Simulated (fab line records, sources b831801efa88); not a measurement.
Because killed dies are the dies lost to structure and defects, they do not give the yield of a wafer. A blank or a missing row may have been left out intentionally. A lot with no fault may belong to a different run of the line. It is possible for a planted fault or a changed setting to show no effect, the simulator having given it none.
Which of the tools did it? || flow sky130 || Sampling: 7 lots, 21 wafers, 2 of 708 route steps

WHAT THE GAUGES SHOWED, per wafer
SKY_NWELL_RS_MEAS_29: uses a four-point probe to measure.
{"lot": "L924", "measured": "day 5 19:37", "on": "filmMetro-02", "NWELL_RS (ohm/sq)": "628.8 628.6 628.4"}
{"lot": "L927", "measured": "day 6 09:04", "on": "filmMetro-02", "NWELL_RS (ohm/sq)": "626.0 626.2 627.1"}
{"lot": "L935", "measured": "day 8 09:36", "on": "filmMetro-01", "NWELL_RS (ohm/sq)": "651.9 654.2 652.4"}
{"lot": "L939", "measured": "day 9 16:49", "on": "filmMetro-02", "NWELL_RS (ohm/sq)": "628.4 627.1 628.1"}
{"lot": "L941", "measured": "day 10 07:15", "on": "filmMetro-04", "NWELL_RS (ohm/sq)": "624.7 626.0 626.2"}
{"lot": "L944", "measured": "day 10 15:48", "on": "filmMetro-01", "NWELL_RS (ohm/sq)": "627.3 626.3 627.7"}
{"lot": "L946", "measured": "day 11 04:51", "on": "filmMetro-01", "NWELL_RS (ohm/sq)": "622.7 623.1 622.6"}

WHICH TOOL RAN EACH LOT (tool, then ch and the chambers of the sampled wafers, then the start)
{"lot": "L924", "SKY_NWELL_IMPLANT_13": "implanter-02 ch 0, day 5 00:34"}
{"lot": "L927", "SKY_NWELL_IMPLANT_13": "implanter-01 ch 0, day 5 14:07"}
{"lot": "L935", "SKY_NWELL_IMPLANT_13": "implanter-01, day 7 12:11"}
{"lot": "L939", "SKY_NWELL_IMPLANT_13": "implanter-01 ch 0, day 8 18:20"}
{"lot": "L941", "SKY_NWELL_IMPLANT_13": "implanter-03 ch 0, day 9 07:47"}
{"lot": "L944", "SKY_NWELL_IMPLANT_13": "implanter-02 ch 0, day 9 16:32"}
{"lot": "L946", "SKY_NWELL_IMPLANT_13": "implanter-01 ch 0, day 10 04:56"}
- SKY_NWELL_IMPLANT_13

THE ANSWER, worked out from the rows above alone
Rule: what is usual is taken from the lots themselves. The widest of any qualifying gaps counts: lots, ordered by their means at a reading, are off when they make up no more than a third of the lots, leave a main group of 4 or more, and stand apart from it by 3 or more times the standard deviation of that group's means. Not used: any main group whose means are identical at the precision the tables above print for the reading. A lot without any number at a reading at which 4 lots or more have one is off too. Where the step has rows for the other lots, those lots are counted as sound.
Off: L935, seen at SKY_NWELL_RS_MEAS_29 (NWELL_RS). Mean 626.4 ohm/sq and standard deviation 1.9 in the main group.
A tool fits if, at a process step before that reading, it ran every lot that is off, and no sound lot after the first of them. Those tools and the gauges at SKY_NWELL_RS_MEAS_29 are tried in the same way. None of those tried fits.

WHAT THE SIMULATOR PUT IN
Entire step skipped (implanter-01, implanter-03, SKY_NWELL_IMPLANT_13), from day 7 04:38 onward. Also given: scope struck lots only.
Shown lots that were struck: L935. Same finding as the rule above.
